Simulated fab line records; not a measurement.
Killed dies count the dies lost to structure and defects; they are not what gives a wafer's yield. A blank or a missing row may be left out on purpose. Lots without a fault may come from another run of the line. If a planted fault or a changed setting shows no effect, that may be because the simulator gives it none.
Which of the tools did it?    flow gf180mcu    24 wafers from 8 lots sampled at 6 of the route's 602 steps

WHAT THE GAUGES SHOWED, per wafer
GF_STI_BOW_MEAS_00. Usual: INCOMING_BOW gives 0 um (standard deviation 7.2).
lot   measured     on             INCOMING_BOW (um)  flag
L176  day 1 10:00  film metro-03  -15 9 4            
L177  day 1 15:00  film metro-02  3 -3 -3            
L179  day 2 01:00  film metro-03  7 5 -3             
L180  day 2 06:01  film metro-01  -4 0 0             
L183  day 2 21:01  film metro-01  7 -8 7             
L185  day 3 07:01  film metro-01  -18 17 -1          
L186  day 3 12:02  film metro-01  -15 -1 0           
L187  day 3 17:00  film metro-03  17 -10 5           

GF_NWELL_TW_MEAS_11. Usual: NWELL_TW gives 1580 (standard deviation 15).
lot   measured     on             NWELL_TW        flag
L176  day 3 08:32  film metro-03  1566 1572 1561  
L177  day 3 13:41  film metro-02  1575 1564 1564  
L179  day 4 01:07  film metro-03  1576 1573 1577  
L180  day 4 06:49  film metro-02  1557 1558 1562  
L183  day 4 22:29  film metro-02  1563 1567 1569  
L185  day 5 09:58  film metro-02  2400 2401 2403  OFF
L186  day 5 15:39  film metro-04  2439 2434 2422  OFF
L187  day 5 20:41  film metro-03  2384 2383 2394  OFF

GF_LVPWELL_OVL_MEAS_07. Usual: LVPWELL_OVL gives 0.3 nm (standard deviation 1.6).
lot   measured     on          LVPWELL_OVL (nm)  flag
L176  day 3 21:23  overlay-01  -0.5 1.0 2.4      
L177  day 4 02:20  overlay-02  -1.5 -2.0 0.7     
L179  day 4 14:05  overlay-02  -2.2 -1.9 -1.9    
L180  day 4 19:52  overlay-01  0.8 0.5 2.4       
L183  day 5 12:13  overlay-01  2.0 2.7 0.4       
L185  day 6 00:23  overlay-02  1.0 0.1 0.7       
L186  day 6 06:40  overlay-02  -0.5 -1.4 2.3     
L187  day 6 11:10  overlay-01  -1.6 -2.2 -2.9    

GF_VT_IMPLANT_RS_MEAS_47: uses a four-point probe to measure. Usual: NWELL_RS gives 488.0 ohm/sq (standard deviation 1.1).
lot   measured      on             NWELL_RS (ohm/sq)  flag
L176  day 7 14:50   film metro-04  488.1 486.1 489.1  
L177  day 7 20:35   film metro-02  488.7 489.5 489.7  
L179  day 8 11:12   film metro-03  486.6 487.5 487.0  
L180  day 8 17:28   film metro-03  487.5 489.0 488.7  
L183  day 9 12:26   film metro-02  487.4 486.5 488.1  
L185  day 10 02:34  film metro-04  - - -              OFF
L186  day 10 09:44  film metro-04  - - -              OFF
L187  day 10 16:12  film metro-04  - - -              OFF

WHAT TOOL EACH LOT RAN ON (gives the tool, then ch and the chambers of the sampled wafers, and finally the start)
lot   GF_DNWELL_STRIP_08                   GF_NWELL_IMPLANT_08
L176  plasma asher-02 ch 0,1, day 2 19:13  implanter-02 ch 0, day 3 08:08
L177  plasma asher-03 ch 0,1, day 3 00:23  implanter-02 ch 0, day 3 13:17
L179  plasma asher-03 ch 0,1, day 3 11:46  implanter-02 ch 0, day 4 00:43
L180  plasma asher-01 ch 0,1, day 3 16:37  implanter-02 ch 0, day 4 06:26
L183  plasma asher-03 ch 0,1, day 4 08:34  implanter-03 ch 0, day 4 22:05
L185  plasma asher-01 ch 0,1, day 4 19:19  implanter-03 ch 0, day 5 09:35
L186  plasma asher-03 ch 0,1, day 5 00:47  implanter-03 ch 0, day 5 15:17
L187  plasma asher-02 ch 0,1, day 5 06:17  implanter-03 ch 0, day 5 20:17
- GF_DNWELL_STRIP_08: strips in O2/N2.
- GF_NWELL_IMPLANT_08

WHAT THE TOOLS THEMSELVES READ (means of the sampled wafers that have a number; where no wafer has one, the mark that the record gives instead)
GF_DNWELL_STRIP_08. Usual: drypump motor current A 5.6 A, standard deviation 0.44; heater power w 300 W, standard deviation 25; o2 flow sccm 3000 sccm, standard deviation 9.1; oes product au 0.722 a.u., standard deviation 0.0042; strip time to endpoint s 36.94 s, standard deviation 0.088.
lot   tool             drypump motor current A (A)  heater power w (W)  o2 flow sccm (sccm)  oes product au (a.u.)  strip time to endpoint s (s)  flag
L176  plasma asher-02  5.4                          284                 2994                 0.725                  36.98                         
L177  plasma asher-03  5.5                          306                 2993                 0.716                  36.93                         
L179  plasma asher-03  5.5                          299                 2999                 0.722                  36.81                         
L180  plasma asher-01  5.7                          325                 3000                 0.724                  36.98                         
L183  plasma asher-03  5.5                          306                 2999                 0.721                  36.93                         
L185  plasma asher-01  5.7                          325                 2999                 0.720                  36.84                         
L186  plasma asher-03  5.5                          299                 2999                 0.719                  36.87                         
L187  plasma asher-02  5.4                          288                 3002                 0.723                  36.92                         

GF_NWELL_IMPLANT_08. Usual: tilt deg 0.005 degrees, standard deviation 0.02.
lot   tool          tilt deg (degrees)  flag
L176  implanter-02  0.009               
L177  implanter-02  -0.002              
L179  implanter-02  0.022               
L180  implanter-02  -0.014              
L183  implanter-03  0.005               
L185  implanter-03  0.005               
L186  implanter-03  -0.009              
L187  implanter-03  0.022               

THE ANSWER, worked out from the rows above alone
Rule: take the mean of a lot's wafers that have a number; if it is more than 3 standard deviations from the usual mean, the lot is off. A lot without any number at a reading at which 4 lots or more have one is off too. Any other lot the step has rows for is counted as sound. Order of review: gauges by route order, followed by the tools' own readings, for which a lot's mean as printed above is used. At the first step where some lot is off, the reading lying furthest off is the one used; lots without a number count as furthest.
Off: L185, L186, L187, at GF_NWELL_TW_MEAS_11 (NWELL_TW).
If a tool, at a process step before that reading, ran all the lots that are off and no sound lot after the first of them, it fits. Those tools and the gauges at GF_NWELL_TW_MEAS_11 are tried in the same way. One candidate fits, namely implanter-03 at GF_NWELL_IMPLANT_08. Its last sound lot is L183 (day 4 22:05), its first lot that is off L185 (day 5 09:35): a fault that began between those two fits.

WHAT HAD BEEN PUT IN BY THE SIMULATOR
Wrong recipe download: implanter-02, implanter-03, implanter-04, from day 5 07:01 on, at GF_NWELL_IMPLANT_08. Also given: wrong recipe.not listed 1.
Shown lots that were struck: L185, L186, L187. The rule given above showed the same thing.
